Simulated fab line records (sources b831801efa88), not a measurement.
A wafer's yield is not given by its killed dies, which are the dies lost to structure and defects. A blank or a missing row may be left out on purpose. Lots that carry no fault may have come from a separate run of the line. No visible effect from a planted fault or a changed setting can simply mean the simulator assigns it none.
Which of the tools did it? ; flow gf180mcu ; 33 wafers from 11 lots sampled at 3 of the route's 602 steps

## WHAT THE GAUGES SHOWED, per wafer
GF_PSD_RS_MEAS_15: measurement is done with a four-point probe.
lot;measured;on;PSD_RS (ohm/sq)
L931;day 14 04:37;film metro-03;108.1 108.5 108.4
L933;day 14 23:47;film metro-04;109.1 108.9 108.8
L936;day 16 00:26;film metro-01;108.7 108.9 108.7
L938;day 16 15:52;film metro-03;115.8 115.2 115.4
L939;day 17 04:54;film metro-01;115.1 114.7 114.9
L948;day 20 12:18;film metro-01;108.3 108.1 108.1
L949;day 20 14:56;film metro-04;108.5 108.9 108.7
L950;day 20 21:13;film metro-03;108.8 108.8 109.2
L951;day 21 08:16;film metro-01;108.3 108.5 108.5
L952;day 21 14:14;film metro-04;109.0 108.8 108.6
L953;day 22 07:48;film metro-01;108.1 108.7 108.7

## TOOL THAT RAN EACH LOT (tool first, then ch and the chambers of the sampled wafers, then the start)
lot;GF_PSD_IMPLANT_09;GF_PSD_STRIP_10
L931;implanter-03 ch 0, day 14 04:02;plasma asher-04 ch 0,1, day 14 04:11
L933;implanter-02 ch 0, day 14 23:14;plasma asher-03 ch 0,1, day 14 23:22
L936;implanter-02 ch 0, day 15 23:52;plasma asher-04 ch 0,1, day 15 23:59
L938;implanter-02 ch 0, day 16 15:16;plasma asher-03 ch 0,1, day 16 15:23
L939;implanter-02 ch 0, day 17 04:20;plasma asher-04 ch 0,1, day 17 04:29
L948;implanter-02 ch 0, day 20 11:44;plasma asher-04 ch 0,1, day 20 11:53
L949;implanter-02 ch 0, day 20 14:22;plasma asher-04 ch 0,1, day 20 14:29
L950;implanter-02 ch 0, day 20 20:36;plasma asher-01 ch 1, day 20 20:46
L951;implanter-04 ch 0, day 21 07:43;plasma asher-03 ch 0,1, day 21 07:50
L952;implanter-02 ch 0, day 21 13:41;plasma asher-03 ch 0,1, day 21 13:50
L953;implanter-04 ch 0, day 22 07:14;plasma asher-01 ch 0,1, day 22 07:23
- GF_PSD_IMPLANT_09
- GF_PSD_STRIP_10: strips in O2/N2.

## THE ANSWER, worked out from the rows above alone
Rule: what is usual is taken from the lots themselves. The widest of any qualifying gaps counts: lots, ordered by their means at a reading, are off when they make up no more than a third of the lots, leave a main group of 4 or more, and stand apart from it by 3 or more times the standard deviation of that group's means. A main group is skipped when, at the precision printed for the reading in the tables above, its means are all equal. A lot without any number at a reading at which 4 lots or more have one is off too. The other lots that the step has rows for count as sound.
Off: L938, L939, seen at GF_PSD_RS_MEAS_15 (PSD_RS). The main group: mean 108.6 ohm/sq, standard deviation 0.26.
A tool fits if, at a process step before that reading, it ran every lot that is off, and no sound lot after the first of them. Those tools and the gauges at GF_PSD_RS_MEAS_15 are tried in the same way. Of those tried, none fits.

## WHAT THE SIMULATOR HAD PUT IN
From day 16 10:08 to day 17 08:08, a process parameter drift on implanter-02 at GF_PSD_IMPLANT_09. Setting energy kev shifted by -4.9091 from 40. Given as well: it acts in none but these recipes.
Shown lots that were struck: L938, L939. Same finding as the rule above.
